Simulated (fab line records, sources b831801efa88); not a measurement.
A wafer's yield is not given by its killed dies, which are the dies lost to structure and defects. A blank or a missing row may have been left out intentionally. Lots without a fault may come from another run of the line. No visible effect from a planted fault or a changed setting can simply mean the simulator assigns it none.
What tool caused it? | flow sky130 | 13 lots with 39 wafers sampled at 5 steps, on a route of 708 steps

## WHAT EACH GAUGE READ, for each wafer
SKY_FIELD_ISO_BOW_MEAS_00. Usual: INCOMING_BOW typically reads 0 um, with standard deviation 6.9.
lot  | measured    | on            | INCOMING_BOW (um) | flag
L788 | day 1 10:00 | film-metro-03 | -10 -2 6          |
L789 | day 1 15:00 | film-metro-01 | 4 0 0             |
L790 | day 1 20:02 | film-metro-03 | 11 6 2            |
L792 | day 2 06:02 | film-metro-02 | 3 -15 6           |
L800 | day 3 22:00 | film-metro-02 | 7 -4 2            |
L801 | day 4 03:01 | film-metro-01 | 2 -16 -3          |
L802 | day 4 08:01 | film-metro-03 | 11 -8 -4          |
L803 | day 4 13:01 | film-metro-03 | 10 1 -1           |
L804 | day 4 18:00 | film-metro-02 | 2 13 -4           |
L805 | day 4 23:01 | film-metro-01 | 7 -9 -8           |
L806 | day 5 04:02 | film-metro-02 | -4 -11 2          |
L808 | day 5 14:01 | film-metro-01 | 3 3 -5            |
L811 | day 6 05:00 | film-metro-02 | -1 4 6            |

SKY_NWELL_TW_MEAS_26. Usual: NWELL_2_TW typically reads 497, with standard deviation 5.5.
lot  | measured     | on            | NWELL_2_TW  | flag
L788 | day 5 06:35  | film-metro-04 | 493 491 492 |
L789 | day 5 13:35  | film-metro-01 | 503 499 502 |
L790 | day 5 21:56  | film-metro-04 | 495 496 494 |
L792 | day 6 10:02  | film-metro-04 | 496 495 495 |
L800 | day 8 12:41  | film-metro-01 | 504 502 507 |
L801 | day 8 16:35  | film-metro-04 | 488 491 491 |
L802 | day 8 22:26  | film-metro-01 | 501 501 501 |
L803 | day 9 00:47  | film-metro-01 | 503 503 505 |
L804 | day 9 08:11  | film-metro-01 | 501 502 499 |
L805 | day 9 14:03  | film-metro-03 | 497 500 502 |
L806 | day 10 01:25 | film-metro-04 | 492 491 492 |
L808 | day 10 14:08 | film-metro-04 | 491 490 492 |
L811 | day 11 03:19 | film-metro-04 | 487 490 491 |

SKY_NWELL_RS_MEAS_29: a four-point-probe measurement. Usual: NWELL_RS typically reads 625.1 ohm/sq, with standard deviation 1.6.
lot  | measured     | on            | NWELL_RS (ohm/sq) | flag
L788 | day 5 06:47  | film-metro-01 | 624.4 624.2 623.6 |
L789 | day 5 13:47  | film-metro-04 | 625.5 625.0 626.4 |
L790 | day 5 22:10  | film-metro-01 | 626.6 625.7 624.6 |
L792 | day 6 10:16  | film-metro-04 | 623.8 624.1 623.8 |
L800 | day 8 12:53  | film-metro-04 | 650.2 648.8 648.4 | OFF
L801 | day 8 16:48  | film-metro-01 | 646.9 647.4 649.0 | OFF
L802 | day 8 22:40  | film-metro-04 | 627.3 624.5 625.6 |
L803 | day 9 01:00  | film-metro-04 | 627.3 624.4 627.5 |
L804 | day 9 08:24  | film-metro-03 | 627.3 625.9 626.0 |
L805 | day 9 14:16  | film-metro-01 | 625.9 625.4 624.8 |
L806 | day 10 01:39 | film-metro-01 | 625.1 624.6 622.5 |
L808 | day 10 14:21 | film-metro-04 | 622.9 624.3 623.1 |
L811 | day 11 03:35 | film-metro-04 | 623.8 625.0 624.7 |

## EACH LOT AND THE TOOL THAT RAN IT (in order: tool; ch and the chambers of the sampled wafers; start)
lot  | SKY_NWELL_IMPLANT_11            | SKY_NWELL_RTA_28
L788 | implanter-04 ch 0, day 4 12:14  | rtp-anneal-02 ch 0, day 5 06:41
L789 | implanter-03 ch 0, day 4 18:59  | rtp-anneal-01 ch 0, day 5 13:41
L790 | implanter-04 ch 0, day 5 03:23  | rtp-anneal-02 ch 0, day 5 22:04
L792 | implanter-03 ch 0, day 5 14:23  | rtp-anneal-02 ch 0, day 6 10:10
L800 | implanter-02 ch 0, day 7 15:05  | rtp-anneal-01 ch 0, day 8 12:47
L801 | implanter-02 ch 0, day 7 18:59  | rtp-anneal-02 ch 0, day 8 16:41
L802 | implanter-03 ch 0, day 8 00:23  | rtp-anneal-02 ch 0, day 8 22:34
L803 | implanter-03 ch 0, day 8 02:55  | rtp-anneal-01 ch 0, day 9 00:53
L804 | implanter-03 ch 0, day 8 10:38  | rtp-anneal-02 ch 0, day 9 08:18
L805 | implanter-04 ch 0, day 8 15:46  | rtp-anneal-01 ch 0, day 9 14:10
L806 | implanter-03 ch 0, day 9 03:08  | rtp-anneal-01 ch 0, day 10 01:32
L808 | implanter-03 ch 0, day 9 15:40  | rtp-anneal-01 ch 0, day 10 14:14
L811 | implanter-03 ch 0, day 10 04:44 | rtp-anneal-01 ch 0, day 11 03:29
- SKY_NWELL_IMPLANT_11
- SKY_NWELL_RTA_28: time 30 s.

## WHAT THE TOOLS THEMSELVES READ (means of the sampled wafers that have a number; where no wafer has one, the mark that the record gives instead)
SKY_NWELL_IMPLANT_11. Usual: beam-energy-keV 399.99, standard deviation 0.13.
lot  | tool         | beam-energy-keV | flag
L788 | implanter-04 | 399.81          |
L789 | implanter-03 | 399.99          |
L790 | implanter-04 | 400.04          |
L792 | implanter-03 | 399.87          |
L800 | implanter-02 | 346.04          | OFF
L801 | implanter-02 | 346.11          | OFF
L802 | implanter-03 | 400.10          |
L803 | implanter-03 | 400.03          |
L804 | implanter-03 | 399.85          |
L805 | implanter-04 | 399.96          |
L806 | implanter-03 | 400.02          |
L808 | implanter-03 | 400.11          |
L811 | implanter-03 | 400.05          |

SKY_NWELL_RTA_28. Usual: lamp-power-pct 25.31 %, standard deviation 0.052; wafer_temp_C_max 1055.0, standard deviation 1.
lot  | tool          | lamp-power-pct (%) | wafer_temp_C_max | flag
L788 | rtp-anneal-02 | 25.28              | 1056.1           |
L789 | rtp-anneal-01 | 25.29              | 1054.5           |
L790 | rtp-anneal-02 | 25.34              | 1055.0           |
L792 | rtp-anneal-02 | 25.27              | 1055.1           |
L800 | rtp-anneal-01 | 25.31              | 1055.3           |
L801 | rtp-anneal-02 | 25.30              | 1055.0           |
L802 | rtp-anneal-02 | 25.32              | 1054.4           |
L803 | rtp-anneal-01 | 25.35              | 1054.8           |
L804 | rtp-anneal-02 | 25.27              | 1054.3           |
L805 | rtp-anneal-01 | 25.27              | 1055.5           |
L806 | rtp-anneal-01 | 25.23              | 1055.7           |
L808 | rtp-anneal-01 | 25.35              | 1054.9           |
L811 | rtp-anneal-01 | 25.28              | 1055.4           |

## THE ANSWER, worked out from the rows above alone
Rule: a lot counts as off when the mean over its wafers that have a number is more than 3 standard deviations away from the usual mean. Also off: a lot with no number at a reading for which 4 or more lots have one. All remaining lots with rows at the step are treated as sound. The gauges are gone through in route order, then the tools' own readings, and for those a lot's mean is taken as printed above. At the first step where some lot is off, the reading lying furthest off is the one used; lots without a number count as furthest.
Off: L800, L801, seen at SKY_NWELL_RS_MEAS_29 (NWELL_RS).
If a tool, at a process step before that reading, ran all the lots that are off and no sound lot after the first of them, it fits. The gauges at SKY_NWELL_RS_MEAS_29 aren't tried: what is off there is off at SKY_NWELL_IMPLANT_11 too, on other tools, and a gauge's error can't cause that. One fits: implanter-02 at SKY_NWELL_IMPLANT_11. It ran no sound lot before its first lot that is off in this sample, so the start can't be narrowed down.
The tool's own readings at SKY_NWELL_IMPLANT_11 bear it out: on the lots that are off they differ by more than 5 times the standard deviation of the sound lots' means. beam-energy-keV reads 346.08 there against 399.98 on the sound lots.

## WHAT HAD BEEN PUT IN BY THE SIMULATOR
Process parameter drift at SKY_NWELL_IMPLANT_11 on implanter-02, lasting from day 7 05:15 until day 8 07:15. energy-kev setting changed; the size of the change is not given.
Lots struck among those shown: L800, L801. The rule above found the same.
